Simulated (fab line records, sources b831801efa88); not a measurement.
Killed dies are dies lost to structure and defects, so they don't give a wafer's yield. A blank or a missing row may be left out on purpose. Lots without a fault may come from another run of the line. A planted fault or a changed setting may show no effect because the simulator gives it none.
Split-lot experiment | flow gf180mcu | 5 lots, 23 wafers read, on a route of 602 steps

THE SPLIT
At GF_MIM_SPUTTER_04 (material TiN, target thk 50 nm, time 41.7 s), the setting time_s was moved away from the recipe's 41.7 s on 5 of the 23 wafers read, by -8.1% to +13.1%. The other wafers ran this setting at the recipe's value.

The reading is taken at the split's own step.

THE READING
TiN_of_MIM_SPUTTER_04.thk_nm (the simulator's own value, which no gauge read), in nm, at GF_MIM_SPUTTER_04 (material TiN, target thk 50 nm, time 41.7 s). The file gives no usual value for it. The 18 wafers here that ran the recipe average 50.08 nm, standard deviation 0.48 nm.

wafer  | tool, chamber at the split | time_s as run, s | against the recipe | TiN_of_MIM_SPUTTER_04.thk_nm, nm | against lot-mates on the recipe
L075.2 | pvd_sputter-02, -          | 41.7             | recipe             | 50.56                            | -
L075.3 | pvd_sputter-02, -          | 41.7             | recipe             | 50.35                            | -
L075.4 | pvd_sputter-02, -          | 41.7             | recipe             | 50.53                            | -
L077.1 | pvd_sputter-04, -          | 41.7             | recipe             | 49.55                            | -
L077.2 | pvd_sputter-04, -          | 41.7             | recipe             | 49.32                            | -
L077.3 | pvd_sputter-04, -          | 41.7             | recipe             | 50.12                            | -
L077.4 | pvd_sputter-04, -          | 41.7             | recipe             | 49.93                            | -
L077.6 | pvd_sputter-04, -          | 41.7             | recipe             | 49.48                            | -
L080.2 | pvd_sputter-01, -          | 41.7             | recipe             | 50.67                            | -
L080.3 | pvd_sputter-01, -          | 38.31            | -8.1%              | 46.59                            | -4.01
L080.4 | pvd_sputter-01, -          | 41.7             | recipe             | 50.63                            | -
L080.5 | pvd_sputter-01, -          | 41.7             | recipe             | 50.49                            | -
L080.6 | pvd_sputter-01, -          | 38.31            | -8.1%              | 45.96                            | -4.64
L081.1 | pvd_sputter-01, -          | 41.7             | recipe             | 50.75                            | -
L081.2 | pvd_sputter-01, -          | 47.16            | +13.1%             | 56.49                            | +5.84
L081.3 | pvd_sputter-01, -          | 47.16            | +13.1%             | 56.81                            | +6.16
L081.6 | pvd_sputter-01, -          | 47.16            | +13.1%             | 56.81                            | +6.16
L081.5 | pvd_sputter-01, -          | 41.7             | recipe             | 50.56                            | -
L082.2 | pvd_sputter-02, -          | 41.7             | recipe             | 49.66                            | -
L082.3 | pvd_sputter-02, -          | 41.7             | recipe             | 49.9                             | -
L082.4 | pvd_sputter-02, -          | 41.7             | recipe             | 49.5                             | -
L082.5 | pvd_sputter-02, -          | 41.7             | recipe             | 49.69                            | -
L082.6 | pvd_sputter-02, -          | 41.7             | recipe             | 49.69                            | -

THE FIT
A straight line over all 23 wafers: TiN_of_MIM_SPUTTER_04.thk_nm changes by +0.497 nm for each +1% of time_s; r = +0.99; the points scatter about the line by 0.46 nm.
The same after taking each lot's own level away (the mean of its wafers on the recipe; 23 wafers): +0.479 nm for each +1%; r = +1.00; scatter 0.25 nm.
On that fit, the largest move of time_s shifts the reading by 6.3 nm.
The lots' own levels span 49.680 to 50.655 nm, that is 2.0 times the standard deviation above.
So the lot-to-lot level changes the slope little: the two slopes agree.
Check: with one of the wafers moved furthest among these (+13.1%) left out of the fit, the line predicts +6.34 nm for it against its lot-mates. It came out at +5.84 nm against them.

OTHER SPLITS ON THESE WAFERS
These wafers also went through other splits before the reading. Each is held against what the fit with the lots' levels taken away leaves over:
other split on the same wafers | wafers away from the commonest value | r with TiN_of_MIM_SPUTTER_04.thk_nm (lot level and that fit taken away)
GF_V3_CVD_02 time_s            | 9                                    | -0.16
GF_V3_CVD_23 temp_c            | 7                                    | +0.02
GF_M4_METAL_ETCH_16 time_s     | 5                                    | +0.24
GF_V4_CVD_00 sih4_flow_sccm    | 9                                    | +0.25
GF_V4_COAT_09 resist_thk_nm    | 7                                    | -0.02

THE FILE'S OWN FIT
TiN_of_MIM_SPUTTER_04.thk_nm changes by +0.481 nm for each +1% of time_s, r = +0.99.
